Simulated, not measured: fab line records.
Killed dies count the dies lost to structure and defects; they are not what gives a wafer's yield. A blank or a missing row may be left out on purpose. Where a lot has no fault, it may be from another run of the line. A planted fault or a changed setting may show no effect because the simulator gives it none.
Problem report, 8D (eight disciplines) form, completed by code -- flow gf180mcu -- the parts of the form that need people (team, actions taken, sign-off) are left out

## 1. WHAT IS WRONG
Mean HV_LDD_3_TW at GF_HV_LDD_TW_MEAS_38: 1409 over 6 wafers in 2 lots; fault-free wafers: 1444, standard deviation 6.7. Relative to the usual mean, that is a shift of -5.2 standard deviations.
First observed at day 15 20:17: wafer L163.2, on film_metro-04. At this step, 39 wafers from 13 lots have a number in the record. The rule behind "out" and "out of limits": a value lying over 4 standard deviations away from the usual mean. The rest of the wafers with a number are treated as sound.

## 2. WHAT THIS IS AND IS NOT
question,is,is not
which readings at this step,HV_LDD_3_TW,-
which lots,"L163, L164","L151, L152, L153, L154, L157, L162, L166, L168, L171, L172, L173"
which wafers of those lots,all that have a number,-
read on which gauges,"film_metro-03, film_metro-04",film_metro-02
when,from day 15 20:17,"up to then (18 sound wafers); but 15 sound wafers of L166, L168, L171, L172, L173 came after"

## 3. SUSPECTS, AND WHAT RULES EACH OUT
Counting: any tool at a process step up to the reading is kept as a suspect provided that every lot that is out went through it and no sound lot did after the first of them.
- the gauge at GF_HV_LDD_TW_MEAS_38 is ruled out. Those wafers that are out were read across 2 gauges (film_metro-03, film_metro-04).
- implanter-03 at GF_HV_LDD_IMPLANT_34: ruled out as a lasting fault. Sound lots L173 ran on it after its first lot that is out, L163 (day 15 19:46).
Left after counting: nothing in the record.

## 4. THE CAUSE (what the simulator had put in)
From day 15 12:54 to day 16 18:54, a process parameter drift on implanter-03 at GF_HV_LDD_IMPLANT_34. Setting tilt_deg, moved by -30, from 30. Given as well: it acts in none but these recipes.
The count ruled it out by mistake, since the rule takes a fault to strike every lot its tool runs from the start of the fault on, and this one did not do so.

## 5. THE CHAIN OF EFFECTS, in route order
Each row: a reading where the mean over the struck wafers with a number is more than 3 standard deviations away from the usual. Only readings for which the record gives a usual standard deviation are gone through. hours: the time from each lot's start at the first step in this table that gives one to its start at this step, as a median over the lots. sigmas: the change in usual standard deviations.
hours,step,reading,usual,on struck wafers,change,sigmas
0,GF_HV_LDD_IMPLANT_34,tilt_deg,29.999 degrees,-0.018,-30.017,-99 or more
1,GF_HV_LDD_TW_MEAS_38,HV_LDD_3_TW,1444,1409,-35,-5.2
23,GF_HV_LDD_RS_MEAS_53,HV_LDD_RS,418.4 ohm/sq,373.6,-44.8,-45
The process steps in it:
- GF_HV_LDD_IMPLANT_34

## 6. WHAT WOULD HAVE CAUGHT IT SOONER
Counted from the fault's start at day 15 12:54, it took 7 hours until the first out-of-limits reading at a measuring or inspecting step in this record, taken at day 15 20:17.
The tool's own readings at GF_HV_LDD_IMPLANT_34 were out on every struck wafer that the step has a row for (tilt_deg): an alarm limit on them would have fired on the first of those.
